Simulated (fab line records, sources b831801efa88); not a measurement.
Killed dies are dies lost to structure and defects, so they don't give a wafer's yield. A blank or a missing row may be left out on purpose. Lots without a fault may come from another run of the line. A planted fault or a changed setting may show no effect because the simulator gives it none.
One fault seen from 2 desks | flow gf180mcu | each desk has only its own numbers; what lay behind them comes last

THE METROLOGY DESK
What the gauges read, lot by lot, whatever tool the lot ran on: means of the sampled wafers that have a number. A lot is out of limits, marked OUT, if its mean lies more than 4 standard deviations from the usual mean; the brackets give that distance.
Columns: A = cd_nm at GF_HV_LDD_CD_MEAS_46, usual 401.8 nm; B = HV_LDD_03_OVL at GF_HV_LDD_OVL_MEAS_47, usual -0.2 nm; C = SAB_CVD_00_THK at GF_SAB_THK_MEAS_01, usual 50.1 nm
lot  | first seen here | A     | B    | C
L580 | day 12 14:49    | 397.6 | 0.3  | 50.5
L581 | day 13 02:20    | 398.4 | -0.6 | 48.8
L582 | day 13 13:23    | 404.5 | 0.3  | 49.9
L585 | day 14 05:56    | 403.4 | -2.0 | 50.2
L586 | day 14 15:22    | 400.8 | -2.3 | 50.5
L590 | day 15 16:50    | 404.2 | -0.8 | 49.3
L591 | day 16 03:33    | 403.9 | 0.5  | 49.9
L592 | day 16 14:59    | 404.4 | -0.9 | 50.5
L595 | day 17 11:30    | 398.8 | -3.1 | 36.8 (-18) OUT
L596 | day 17 22:26    | 401.5 | -0.9 | 50.6
L597 | day 18 04:23    | 403.1 | 1.1  | 36.5 (-19) OUT
L599 | day 18 17:59    | 397.1 | 1.4  | 50.2
L603 | day 19 14:26    | 402.9 | 1.4  | 50.8
This desk's finding: out of limits on L595, L597; first on L595, day 19 15:45 (SAB_CVD_00_THK at GF_SAB_THK_MEAS_01). In limits: L580, L581, L582, L585, L586, L590, L591, L592, L596, L599, L603.

THE TOOL OWNER'S DESK: pecvd-02
The tool's own readings at GF_SAB_CVD_00 (deposits SiO2 from TEOS, target thk 50 nm, time 4.9302 s): means of the sampled wafers that have a number, for each lot that ran on this tool. A lot is out of limits, marked OUT, if its mean lies more than 4 standard deviations from the usual mean; the brackets give that distance.
Columns: A = heater_power_w at GF_SAB_CVD_00, usual 699 W
lot  | first seen here | A
L581 | day 15 00:02    | 655
L585 | day 16 04:46    | 768
L590 | day 17 19:49    | 674
L592 | day 18 17:43    | 706
L595 | day 19 15:43    | 718
L597 | day 20 09:19    | 629
This desk's finding: nothing out of limits on any of the 6 lots.

PUT TOGETHER
The metrology desk could have raised an alarm at day 19 15:45, on L595, L597.
The tool owner's desk saw nothing out of limits.
The tool owner's desk has L595, L597 on record, within its limits.
Of the lots named, all ran GF_SAB_CVD_00 on pecvd-02.

WHAT THE SIMULATOR HAD PUT IN
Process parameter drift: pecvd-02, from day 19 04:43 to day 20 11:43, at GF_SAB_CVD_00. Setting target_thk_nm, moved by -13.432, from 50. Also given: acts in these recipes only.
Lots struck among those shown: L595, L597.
Hours from the fault's start to each desk's first reading out of limits: the metrology desk, 11.
